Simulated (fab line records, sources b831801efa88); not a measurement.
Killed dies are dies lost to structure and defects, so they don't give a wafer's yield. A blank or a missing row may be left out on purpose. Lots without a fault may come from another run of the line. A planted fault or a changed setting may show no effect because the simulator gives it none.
Which tool did it? | flow gf180mcu | 24 lots, 72 wafers sampled, at 6 steps of a route of 602

WHAT THE GAUGES READ, wafer by wafer
GF_M1_OVL_MEAS_15. Usual: M1_OVL 1 nm, standard deviation 5.5.
lot  | measured     | on         | M1_OVL (nm) | flag
L074 | day 17 06:13 | overlay-01 | -6 0 2      |
L075 | day 17 11:53 | overlay-01 | 1 2 -6      |
L076 | day 17 21:25 | overlay-01 | -4 0 -6     |
L077 | day 18 06:55 | overlay-02 | 3 3 -2      |
L078 | day 18 18:23 | overlay-01 | -1 -5 -4    |
L079 | day 19 04:04 | overlay-02 | 4 5 5       |
L080 | day 19 06:46 | overlay-01 | 2 4 3       |
L081 | day 19 21:40 | overlay-01 | -3 1 -6     |
L082 | day 20 06:41 | overlay-02 | -4 -3 -1    |
L083 | day 20 12:04 | overlay-02 | 12 3 11     |
L084 | day 20 18:47 | overlay-01 | 4 6 8       |
L085 | day 21 03:34 | overlay-02 | 0 11 4      |
L086 | day 21 14:50 | overlay-01 | -13 -13 -8  |
L087 | day 21 23:46 | overlay-02 | 5 2 7       |
L088 | day 22 07:55 | overlay-02 | 1 7 3       |
L089 | day 22 14:43 | overlay-01 | -8 -3 -1    |
L090 | day 23 04:49 | overlay-02 | 11 5 5      |
L091 | day 23 12:41 | overlay-02 | -5 -5 -8    |
L092 | day 23 15:26 | overlay-02 | -1 -2 0     |
L093 | day 24 00:59 | overlay-02 | 7 6 0       |
L094 | day 24 06:50 | overlay-01 | 11 8 7      |
L095 | day 24 15:54 | overlay-01 | 6 10 7      |
L096 | day 25 00:49 | overlay-01 | 2 2 3       |
L097 | day 25 03:26 | overlay-02 | 4 1 3       |

GF_M3_OVL_MEAS_15. Usual: M3_OVL -2 nm, standard deviation 5.8.
lot  | measured     | on         | M3_OVL (nm) | flag
L074 | day 21 13:35 | overlay-02 | -8 -7 -4    |
L075 | day 21 19:35 | overlay-02 | -2 -1 -2    |
L076 | day 22 02:47 | overlay-02 | 0 0 1       |
L077 | day 22 12:47 | overlay-02 | -5 -8 -13   |
L078 | day 22 23:47 | overlay-01 | -12 -7 -21  |
L079 | day 23 09:25 | overlay-02 | -3 -3 2     |
L080 | day 23 11:19 | overlay-01 | -7 -3 -3    |
L081 | day 24 02:32 | overlay-02 | -2 3 1      |
L082 | day 24 10:13 | overlay-02 | 7 0 2       |
L083 | day 24 14:53 | overlay-01 | 5 3 10      |
L084 | day 24 20:29 | overlay-02 | -5 -1 -5    |
L085 | day 25 05:58 | overlay-01 | 0 0 -5      |
L086 | day 25 15:47 | overlay-01 | -1 -3 -1    |
L087 | day 25 22:43 | overlay-02 | -5 -3 4     |
L088 | day 26 06:34 | overlay-01 | -11 -19 -18 |
L089 | day 26 12:40 | overlay-02 | -1 -5 -8    |
L090 | day 27 02:40 | overlay-01 | -1 -5 -4    |
L091 | day 27 08:01 | overlay-01 | 1 -2 4      |
L092 | day 27 11:34 | overlay-01 | 1 -3 -7     |
L093 | day 27 20:36 | overlay-02 | -2 -7 4     |
L094 | day 28 02:46 | overlay-02 | -9 -8 -5    |
L095 | day 28 09:01 | overlay-01 | 3 7 6       |
L096 | day 28 17:01 | overlay-02 | 3 2 -1      |
L097 | day 28 19:29 | overlay-02 | 1 5 -4      |

GF_V3_THK_MEAS_03. Usual: V3_CVD_02_THK 847 nm, standard deviation 13.
lot  | measured     | on            | V3_CVD_02_THK (nm) | flag
L074 | day 21 14:32 | film_metro-01 | 835 847 864        |
L075 | day 21 20:29 | film_metro-01 | 842 851 848        |
L076 | day 22 03:43 | film_metro-03 | 849 858 862        |
L077 | day 22 13:41 | film_metro-02 | 817 826 837        |
L078 | day 23 00:43 | film_metro-01 | 834 854 849        |
L079 | day 23 10:29 | film_metro-01 | 842 849 859        |
L080 | day 23 12:14 | film_metro-03 | 850 836 871        |
L081 | day 24 03:33 | film_metro-03 | 842 849 865        |
L082 | day 24 11:14 | film_metro-03 | 851 848 847        |
L083 | day 24 15:47 | film_metro-02 | 830 830 835        |
L084 | day 24 21:23 | film_metro-01 | 844 851 853        |
L085 | day 25 06:54 | film_metro-02 | 850 857 854        |
L086 | day 25 16:53 | film_metro-01 | 861 860 871        |
L087 | day 25 23:39 | film_metro-03 | 844 852 863        |
L088 | day 26 07:30 | film_metro-01 | 848 845 871        |
L089 | day 26 13:34 | film_metro-02 | 852 822 864        |
L090 | day 27 03:44 | film_metro-03 | 850 837 862        |
L091 | day 27 09:08 | film_metro-03 | 841 820 831        |
L092 | day 27 12:40 | film_metro-03 | 824 837 832        |
L093 | day 27 21:31 | film_metro-02 | 861 841 858        |
L094 | day 28 03:40 | film_metro-02 | 848 845 850        |
L095 | day 28 09:55 | film_metro-01 | 830 827 847        |
L096 | day 28 17:56 | film_metro-02 | 832 826 847        |
L097 | day 28 20:23 | film_metro-01 | 831 844 859        |

WHICH TOOL RAN EACH LOT (tool, then ch and the chambers of the sampled wafers, then the start)
lot  | GF_VT_IMPLANT_STRIP_42               | GF_SALICIDE_RTA_06               | GF_M2_METAL_ETCH_16
L074 | plasma_asher-03 ch 0,1, day 7 14:29  | rtp_anneal-01 ch 0, day 15 07:09 | rie_metal-04 ch 0, day 19 09:21
L075 | plasma_asher-03 ch 1, day 7 19:35    | rtp_anneal-02 ch 0, day 15 12:32 | rie_metal-04 ch 0,1, day 19 16:01
L076 | plasma_asher-01 ch 0,1, day 8 02:57  | rtp_anneal-01 ch 0, day 15 20:12 | rie_metal-04 ch 0,1, day 20 00:36
L077 | plasma_asher-03 ch 0,1, day 8 10:03  | rtp_anneal-02 ch 0, day 16 06:24 | rie_metal-04 ch 0,1, day 20 10:04
L078 | plasma_asher-04 ch 0,1, day 8 16:17  | rtp_anneal-02 ch 0, day 16 16:39 | rie_metal-04 ch 0,1, day 20 21:49
L079 | plasma_asher-03 ch 0,1, day 8 21:17  | rtp_anneal-01 ch 0, day 17 01:37 | rie_metal-03 ch 1, day 21 07:59
L080 | plasma_asher-01 ch 0,1, day 9 03:08  | rtp_anneal-02 ch 0, day 17 04:48 | rie_metal-01 ch 0,1, day 21 09:43
L081 | plasma_asher-01 ch 0,1, day 9 13:51  | rtp_anneal-02 ch 0, day 17 18:56 | rie_metal-04 ch 0,1, day 22 01:15
L082 | plasma_asher-01 ch 0,1, day 9 19:29  | rtp_anneal-02 ch 0, day 18 03:26 | rie_metal-01 ch 0,1, day 22 09:43
L083 | plasma_asher-03 ch 1, day 10 00:20   | rtp_anneal-01 ch 0, day 18 08:47 | rie_metal-01 ch 0,1, day 22 14:49
L084 | plasma_asher-01 ch 0,1, day 10 05:26 | rtp_anneal-01 ch 0, day 18 15:51 | rie_metal-04 ch 1, day 22 21:02
L085 | plasma_asher-03 ch 0,1, day 10 12:44 | rtp_anneal-01 ch 0, day 19 00:51 | rie_metal-01 ch 1, day 23 05:49
L086 | plasma_asher-04 ch 0,1, day 10 21:35 | rtp_anneal-01 ch 0, day 19 11:20 | rie_metal-04 ch 0,1, day 23 16:27
L087 | plasma_asher-04 ch 0,1, day 11 02:21 | rtp_anneal-02 ch 0, day 19 21:01 | rie_metal-04 ch 0,1, day 24 00:42
L088 | plasma_asher-01 ch 0,1, day 11 10:35 | rtp_anneal-01 ch 0, day 20 06:02 | rie_metal-04 ch 0,1, day 24 07:49
L089 | plasma_asher-01 ch 0,1, day 11 16:20 | rtp_anneal-02 ch 0, day 20 13:23 | rie_metal-04 ch 0,1, day 24 14:57
L090 | plasma_asher-01 ch 0,1, day 12 01:11 | rtp_anneal-01 ch 0, day 21 03:50 | rie_metal-03 ch 0,1, day 25 05:40
L091 | plasma_asher-01 ch 1, day 12 09:21   | rtp_anneal-01 ch 0, day 21 12:36 | rie_metal-03 ch 0,1, day 25 11:31
L092 | plasma_asher-04 ch 0,1, day 12 13:33 | rtp_anneal-01 ch 0, day 21 14:37 | rie_metal-04 ch 0,1, day 25 14:04
L093 | plasma_asher-04 ch 0,1, day 12 22:25 | rtp_anneal-01 ch 0, day 22 01:11 | rie_metal-03 ch 0,1, day 25 23:54
L094 | plasma_asher-03 ch 1, day 13 01:32   | rtp_anneal-01 ch 0, day 22 06:40 | rie_metal-04 ch 0, day 26 05:55
L095 | plasma_asher-01 ch 0,1, day 13 08:41 | rtp_anneal-02 ch 0, day 22 15:46 | rie_metal-03 ch 0, day 26 14:01
L096 | plasma_asher-03 ch 0,1, day 13 16:41 | rtp_anneal-02 ch 0, day 22 22:17 | rie_metal-01 ch 0,1, day 26 22:34
L097 | plasma_asher-01 ch 0,1, day 13 22:49 | rtp_anneal-02 ch 0, day 23 04:58 | rie_metal-03 ch 0, day 27 01:17
- GF_VT_IMPLANT_STRIP_42: strips in O2/N2.
- GF_SALICIDE_RTA_06: time 30 s.
- GF_M2_METAL_ETCH_16: etches the open film in Cl2/BCl3, stops on SiO2, target depth 750.8 nm, time 125.1 s.

WHAT THE TOOLS THEMSELVES READ (means of the sampled wafers that have a number; where no wafer has one, the mark that the record gives instead)
GF_VT_IMPLANT_STRIP_42. Usual: drypump_motor_current_A 5.8 A, standard deviation 0.5; heater_power_w 358 W, standard deviation 42; oes_product_au 0.716 a.u., standard deviation 0.0046; strip_time_to_endpoint_s 12.63 s, standard deviation 0.031.
lot  | tool            | drypump_motor_current_A (A) | heater_power_w (W) | oes_product_au (a.u.) | strip_time_to_endpoint_s (s) | flag
L074 | plasma_asher-03 | 5.8                         | 377                | 0.714                 | 12.65                        |
L075 | plasma_asher-03 | 4.9                         | 301                | 0.715                 | 12.61                        |
L076 | plasma_asher-01 | 5.8                         | 355                | 0.715                 | 12.57                        |
L077 | plasma_asher-03 | 5.3                         | 345                | 0.715                 | 12.62                        |
L078 | plasma_asher-04 | 6.3                         | 352                | 0.716                 | 12.68                        |
L079 | plasma_asher-03 | 5.3                         | 340                | 0.717                 | 12.62                        |
L080 | plasma_asher-01 | 5.8                         | 349                | 0.720                 | 12.67                        |
L081 | plasma_asher-01 | 5.8                         | 354                | 0.715                 | 12.65                        |
L082 | plasma_asher-01 | 5.8                         | 356                | 0.720                 | 12.57                        |
L083 | plasma_asher-03 | 4.9                         | 300                | 0.716                 | 12.62                        |
L084 | plasma_asher-01 | 5.8                         | 349                | 0.716                 | 12.62                        |
L085 | plasma_asher-03 | 5.3                         | 333                | 0.717                 | 12.64                        |
L086 | plasma_asher-04 | 6.4                         | 390                | 0.717                 | 12.62                        |
L087 | plasma_asher-04 | 6.4                         | 390                | 0.718                 | 12.63                        |
L088 | plasma_asher-01 | 5.7                         | 356                | 0.715                 | 12.66                        |
L089 | plasma_asher-01 | 5.8                         | 352                | 0.716                 | 12.66                        |
L090 | plasma_asher-01 | 5.7                         | 358                | 0.715                 | 12.64                        |
L091 | plasma_asher-01 | 5.9                         | 352                | 0.717                 | 12.65                        |
L092 | plasma_asher-04 | 6.5                         | 390                | 0.719                 | 12.65                        |
L093 | plasma_asher-04 | 6.3                         | 352                | 0.716                 | 12.65                        |
L094 | plasma_asher-03 | 4.9                         | 303                | 0.714                 | 12.65                        |
L095 | plasma_asher-01 | 5.8                         | 352                | 0.717                 | 12.63                        |
L096 | plasma_asher-03 | 5.3                         | 343                | 0.714                 | 12.61                        |
L097 | plasma_asher-01 | 5.7                         | 357                | 0.715                 | 12.63                        |

GF_SALICIDE_RTA_06. Usual: lamp_power_pct 6.69 %, standard deviation 0.27; wafer_temp_C_max 532.6, standard deviation 0.56.
lot  | tool          | lamp_power_pct (%) | wafer_temp_C_max | flag
L074 | rtp_anneal-01 | 6.45               | 532.6            |
L075 | rtp_anneal-02 | 6.99               | 532.4            |
L076 | rtp_anneal-01 | 6.44               | 532.2            |
L077 | rtp_anneal-02 | 6.99               | 533.2            |
L078 | rtp_anneal-02 | 6.99               | 533.3            |
L079 | rtp_anneal-01 | 6.45               | 531.8            |
L080 | rtp_anneal-02 | 6.98               | 532.3            |
L081 | rtp_anneal-02 | 6.99               | 533.1            |
L082 | rtp_anneal-02 | 6.99               | 533.1            |
L083 | rtp_anneal-01 | 6.44               | 532.1            |
L084 | rtp_anneal-01 | 6.44               | 532.8            |
L085 | rtp_anneal-01 | 6.44               | 532.6            |
L086 | rtp_anneal-01 | 6.45               | 531.7            |
L087 | rtp_anneal-02 | 6.99               | 533.3            |
L088 | rtp_anneal-01 | 6.44               | 532.2            |
L089 | rtp_anneal-02 | 6.99               | 533.0            |
L090 | rtp_anneal-01 | 6.44               | 532.0            |
L091 | rtp_anneal-01 | 6.44               | 532.0            |
L092 | rtp_anneal-01 | 6.44               | 532.8            |
L093 | rtp_anneal-01 | 6.44               | 532.1            |
L094 | rtp_anneal-01 | 6.44               | 532.3            |
L095 | rtp_anneal-02 | 6.99               | 533.0            |
L096 | rtp_anneal-02 | 6.99               | 533.0            |
L097 | rtp_anneal-02 | 7.00               | 532.9            |

GF_M2_METAL_ETCH_16. Usual: drypump_motor_current_A 5.7 A, standard deviation 0.39; oes_product_au 0.990 a.u., standard deviation 0.0071; throttle_valve_pct 28.230 %, standard deviation 0.0099.
lot  | tool         | drypump_motor_current_A (A) | oes_product_au (a.u.) | throttle_valve_pct (%) | flag
L074 | rie_metal-04 | 5.7                         | 0.981                 | 28.241                 |
L075 | rie_metal-04 | 5.8                         | 0.985                 | 28.233                 |
L076 | rie_metal-04 | 5.8                         | 0.992                 | 28.236                 |
L077 | rie_metal-04 | 5.8                         | 0.983                 | 28.240                 |
L078 | rie_metal-04 | 5.8                         | 0.993                 | 28.231                 |
L079 | rie_metal-03 | 6.3                         | 0.994                 | 28.226                 |
L080 | rie_metal-01 | 5.0                         | 0.996                 | 28.224                 |
L081 | rie_metal-04 | 5.8                         | 0.985                 | 28.245                 |
L082 | rie_metal-01 | 5.0                         | 0.994                 | 28.225                 |
L083 | rie_metal-01 | 5.1                         | 0.993                 | 28.226                 |
L084 | rie_metal-04 | 5.9                         | 0.995                 | 28.234                 |
L085 | rie_metal-01 | 4.9                         | 0.991                 | 28.236                 |
L086 | rie_metal-04 | 5.7                         | 0.996                 | 28.227                 |
L087 | rie_metal-04 | 5.8                         | 0.997                 | 28.227                 |
L088 | rie_metal-04 | 5.8                         | 0.988                 | 28.226                 |
L089 | rie_metal-04 | 5.8                         | 0.988                 | 28.223                 |
L090 | rie_metal-03 | 6.0                         | 0.993                 | 28.224                 |
L091 | rie_metal-03 | 6.2                         | 0.987                 | 28.220                 |
L092 | rie_metal-04 | 5.7                         | 0.995                 | 28.222                 |
L093 | rie_metal-03 | 6.2                         | 0.994                 | 28.233                 |
L094 | rie_metal-04 | 5.6                         | 0.992                 | 28.227                 |
L095 | rie_metal-03 | 5.8                         | 0.989                 | 28.236                 |
L096 | rie_metal-01 | 5.0                         | 0.990                 | 28.229                 |
L097 | rie_metal-03 | 5.8                         | 0.994                 | 28.226                 |

THE ANSWER, worked out from the rows above alone
Rule: a lot is off if the mean of its wafers that have a number lies more than 3 standard deviations from the usual mean. A lot without any number at a reading at which 4 lots or more have one is off too. The other lots that the step has rows for count as sound. The gauges are gone through in route order, then the tools' own readings, and for those a lot's mean is taken as printed above. The first step at which some lot is off is used, and at that step the reading that is off furthest; a lot without a number counts as furthest.
No lot is off at any reading shown: from this, nothing can be told.

WHAT THE SIMULATOR HAD PUT IN
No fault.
